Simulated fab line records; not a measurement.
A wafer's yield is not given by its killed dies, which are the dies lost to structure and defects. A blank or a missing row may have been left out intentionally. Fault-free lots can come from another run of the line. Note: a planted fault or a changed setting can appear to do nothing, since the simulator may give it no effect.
Lot-split experiment ; flow gf180mcu ; on a route of 602 steps: 5 lots, 23 wafers read

== ABOUT THE SPLIT ==
At GF_V2_COAT_09 (resist thk 1000 nm), the setting resist thk nm was moved away from the recipe's 1000 nm on 5 of the 23 wafers read, by -2.1% to +5.6%. The other wafers ran this setting at the recipe's value.

== FROM THE SPLIT TO THE READING: what the file shows between them, 5 steps ==
- GF_V2_SOFTBAKE_10: time 60 s (also split here: temp c)
- GF_V2_EXPOSE_11: exposes mask Via2, target cd 260 nm
- GF_V2_PEB_12: peb time 90 s
- GF_V2_ETCH_16: etches BARC in N2/H2
- GF_V2_ETCH_17: etches SiO2 in C4F8/O2/Ar, stops on TiN, target depth 630 nm

== THE READING ==
oes product au, in a.u., at GF_V2_STRIP_18 (strips in O2/N2). Fault-free wafers of this fab line usually give 0.592 a.u., standard deviation 0.0048 a.u.

wafer;tool, chamber at the split;resist thk nm as run, nm;against the recipe;oes product au, a.u.;against lot-mates on the recipe
L074.1;litho track-01, 0;1000;recipe;0.592;-
L074.3;litho track-01, 0;1000;recipe;0.593;-
L074.4;litho track-01, 0;1000;recipe;0.590;-
L074.5;litho track-01, 0;1000;recipe;0.590;-
L074.6;litho track-01, 0;1000;recipe;0.597;-
L076.1;litho track-01, 0;1000;recipe;0.594;-
L076.2;litho track-01, 0;1000;recipe;0.592;-
L076.3;litho track-01, 0;978.5;-2.1%;0.587;-0.005
L076.5;litho track-01, 0;978.5;-2.1%;0.578;-0.014
L076.6;litho track-01, 0;1000;recipe;0.589;-
L078.1;litho track-04, 0;1000;recipe;0.591;-
L078.2;litho track-04, 0;1000;recipe;0.587;-
L078.3;litho track-04, 0;1000;recipe;0.589;-
L078.4;litho track-04, 0;1000;recipe;0.591;-
L078.5;litho track-04, 0;1000;recipe;0.596;-
L079.1;litho track-01, 0;1000;recipe;0.593;-
L079.4;litho track-01, 0;1000;recipe;0.591;-
L079.6;litho track-01, 0;1000;recipe;0.595;-
L085.1;litho track-01, 0;1056;+5.6%;0.617;+0.022
L085.2;litho track-01, 0;1056;+5.6%;0.626;+0.031
L085.3;litho track-01, 0;1000;recipe;0.590;-
L085.4;litho track-01, 0;1000;recipe;0.599;-
L085.6;litho track-01, 0;1056;+5.6%;0.616;+0.021

THE FIT
A straight line over all 23 wafers: oes product au changes by +0.00486 a.u. for each +1% of resist thk nm; r = +0.95; the points scatter about the line by 0.0036 a.u.
The same after taking each lot's own level away (the mean of its wafers on the recipe; 23 wafers): +0.00447 a.u. for each +1%; r = +0.94; scatter 0.0034 a.u.
Per that fit: largest resist thk nm move, reading shift of 0.025 a.u.
Across the lots, their own levels run from 0.5908 to 0.5945 a.u., a range of 0.8 times the standard deviation given above.
The two slopes agree, so the slope changes little with the lot-to-lot level.
Check: for one of the wafers moved furthest among these (+5.6%), held out of the fit, the line's prediction against its lot-mates is +0.0262 a.u. Against them it came out at +0.0225 a.u.

== FURTHER SPLITS ON THESE WAFERS ==
Before the reading, these wafers also passed through other splits. Each is held against what the fit with the lots' levels taken away leaves over:
other split on the same wafers;wafers away from the commonest value;r with oes product au (lot level and that fit taken away)
GF_M1_SPUTTER_04 power w;5;+0.06
GF_V1_CMP_04 leave above ref nm;6;-0.44
GF_V1_SOFTBAKE_10 temp c;5;+0.06
GF_V2_SOFTBAKE_10 temp c;9;-0.33

== THE WHOLE CHAIN: every reading that the file lists as answering this split, in the file's order ==
step;what it does;reading;change (the file's fit);r (the file's)
GF_V2_COAT_09;resist thk 1000 nm;KrF_of_V2_COAT_09.thk nm (the simulator's own value, which no gauge read);+9.62 nm for each +1% of the setting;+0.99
GF_V2_STRIP_18;strips in O2/N2;oes product au;+0.00446 a.u. for each +1% of the setting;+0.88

== FILE'S OWN FIT ==
oes product au changes by +0.00446 a.u. for each +1% of resist thk nm, r = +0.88.
